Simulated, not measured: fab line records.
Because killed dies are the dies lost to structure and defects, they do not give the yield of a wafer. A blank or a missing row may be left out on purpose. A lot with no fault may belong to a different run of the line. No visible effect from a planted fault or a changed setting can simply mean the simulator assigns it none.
Which tool was responsible?    flow sky130    12 lots, 36 wafers sampled, at 3 steps of a route of 708

## WHAT THE GAUGES SHOWED, per wafer
SKY_CONTACT_THK_MEAS_03. Usual: CONTACT_HDPCVD_THK typically reads 572 nm, with standard deviation 6.6.
lot   measured      on            CONTACT_HDPCVD_THK (nm)  flag
L883  day 30 12:30  filmMetro-04  563 565 566              
L894  day 34 05:07  filmMetro-04  571 565 582              
L895  day 34 13:01  filmMetro-02  578 580 576              
L897  day 35 03:22  filmMetro-01  569 575 566              
L898  day 35 19:44  filmMetro-04  579 566 573              
L900  day 36 04:40  filmMetro-02  576 578 569              
L901  day 36 06:31  filmMetro-04  572 580 575              
L902  day 36 17:59  filmMetro-02  573 571 574              
L903  day 36 23:22  filmMetro-01  564 567 564              
L904  day 37 11:07  filmMetro-01  573 570 570              
L905  day 38 01:10  filmMetro-02  568 569 574              
L906  day 38 07:55  filmMetro-04  556 573 562              

## EACH LOT AND THE TOOL THAT RAN IT (in order: tool; ch and the chambers of the sampled wafers; start)
lot   SKY_SD_P_STRIP_10                    SKY_LI_CONTACT_SPUTTER_20
L883  plasmaAsher-03 ch 0,1, day 25 13:48  pvdSputter-01, day 29 06:35
L894  plasmaAsher-01 ch 0,1, day 29 12:30  pvdSputter-01, day 33 01:00
L895  plasmaAsher-04 ch 0,1, day 29 19:29  pvdSputter-01, day 33 08:35
L897  plasmaAsher-01 ch 0,1, day 30 13:11  pvdSputter-04, day 33 23:52
L898  plasmaAsher-03 ch 0,1, day 31 04:07  pvdSputter-04, day 34 14:33
L900  plasmaAsher-03 ch 0,1, day 31 14:08  pvdSputter-02, day 35 00:31
L901  plasmaAsher-04 ch 0,1, day 31 16:29  pvdSputter-02, day 35 01:41
L902  plasmaAsher-01 ch 0,1, day 32 02:46  pvdSputter-04, day 35 13:37
L903  plasmaAsher-04 ch 0,1, day 32 09:41  pvdSputter-01, day 35 19:52
L904  plasmaAsher-03 ch 0,1, day 32 21:45  pvdSputter-01, day 36 07:02
L905  plasmaAsher-03 ch 0,1, day 33 12:11  pvdSputter-02, day 36 21:04
L906  plasmaAsher-03 ch 0,1, day 33 20:14  pvdSputter-04, day 37 04:28
- SKY_SD_P_STRIP_10: strips in O2/N2.
- SKY_LI_CONTACT_SPUTTER_20: material TiN, target thk 20 nm, time 80 s.

## AS READ BY THE TOOLS THEMSELVES (means over the sampled wafers that have a number; for cases with no such wafer, the mark the record gives instead)
SKY_SD_P_STRIP_10. Usual: chamberPressureMTorr 1500.0 mTorr, standard deviation 1.3; drypumpMotorCurrentA 5.90 A, standard deviation 0.28; oesProductAu 0.618 a.u., standard deviation 0.0047; stripTimeToEndpointS 17.51 s, standard deviation 0.038.
lot   tool            chamberPressureMTorr (mTorr)  drypumpMotorCurrentA (A)  oesProductAu (a.u.)  stripTimeToEndpointS (s)  flag
L883  plasmaAsher-03  1500.7                        6.01                      0.618                17.54                     
L894  plasmaAsher-01  1500.1                        5.70                      0.622                17.50                     
L895  plasmaAsher-04  1500.3                        6.13                      0.613                17.54                     
L897  plasmaAsher-01  1499.5                        5.67                      0.622                17.48                     
L898  plasmaAsher-03  1499.9                        5.86                      0.617                17.46                     
L900  plasmaAsher-03  1499.1                        5.85                      0.615                17.49                     
L901  plasmaAsher-04  1500.6                        6.15                      0.618                17.53                     
L902  plasmaAsher-01  1500.9                        5.60                      0.616                17.50                     
L903  plasmaAsher-04  1500.3                        6.20                      0.617                17.45                     
L904  plasmaAsher-03  1499.6                        6.02                      0.619                17.48                     
L905  plasmaAsher-03  1501.3                        5.88                      0.621                17.49                     
L906  plasmaAsher-03  1499.0                        5.88                      0.621                17.57                     

SKY_LI_CONTACT_SPUTTER_20. Usual: chamberPressurePa 4.999 Pa, standard deviation 0.0098; throttleValvePct 29.7 %, standard deviation 1.2.
lot   tool           chamberPressurePa (Pa)  throttleValvePct (%)  flag
L883  pvdSputter-01  4.993                   27.4                  
L894  pvdSputter-01  4.751                   29.5                  OFF
L895  pvdSputter-01  4.757                   29.5                  OFF
L897  pvdSputter-04  4.992                   29.6                  
L898  pvdSputter-04  5.002                   30.3                  
L900  pvdSputter-02  5.003                   30.6                  
L901  pvdSputter-02  4.998                   30.7                  
L902  pvdSputter-04  4.998                   29.9                  
L903  pvdSputter-01  4.996                   28.5                  
L904  pvdSputter-01  4.989                   28.3                  
L905  pvdSputter-02  4.988                   30.7                  
L906  pvdSputter-04  4.983                   30.1                  

## THE ANSWER, worked out from the rows above alone
Rule: a lot counts as off when the mean over its wafers that have a number is more than 3 standard deviations away from the usual mean. Also off: a lot with no number at a reading for which 4 or more lots have one. The other lots that the step has rows for count as sound. After the gauges, taken in route order, come the tools' own readings; for these a lot's mean is taken, as printed above. The first step at which some lot is off is used, and at that step the reading that is off furthest; a lot without a number counts as furthest.
Off: L894, L895, at SKY_LI_CONTACT_SPUTTER_20 (chamberPressurePa).
If a tool, at that step or one of the process steps before it, ran each lot that is off and ran no sound lot following the first of them, it fits. Of those tried, none fits.

## WHAT THE SIMULATOR HAD PUT IN
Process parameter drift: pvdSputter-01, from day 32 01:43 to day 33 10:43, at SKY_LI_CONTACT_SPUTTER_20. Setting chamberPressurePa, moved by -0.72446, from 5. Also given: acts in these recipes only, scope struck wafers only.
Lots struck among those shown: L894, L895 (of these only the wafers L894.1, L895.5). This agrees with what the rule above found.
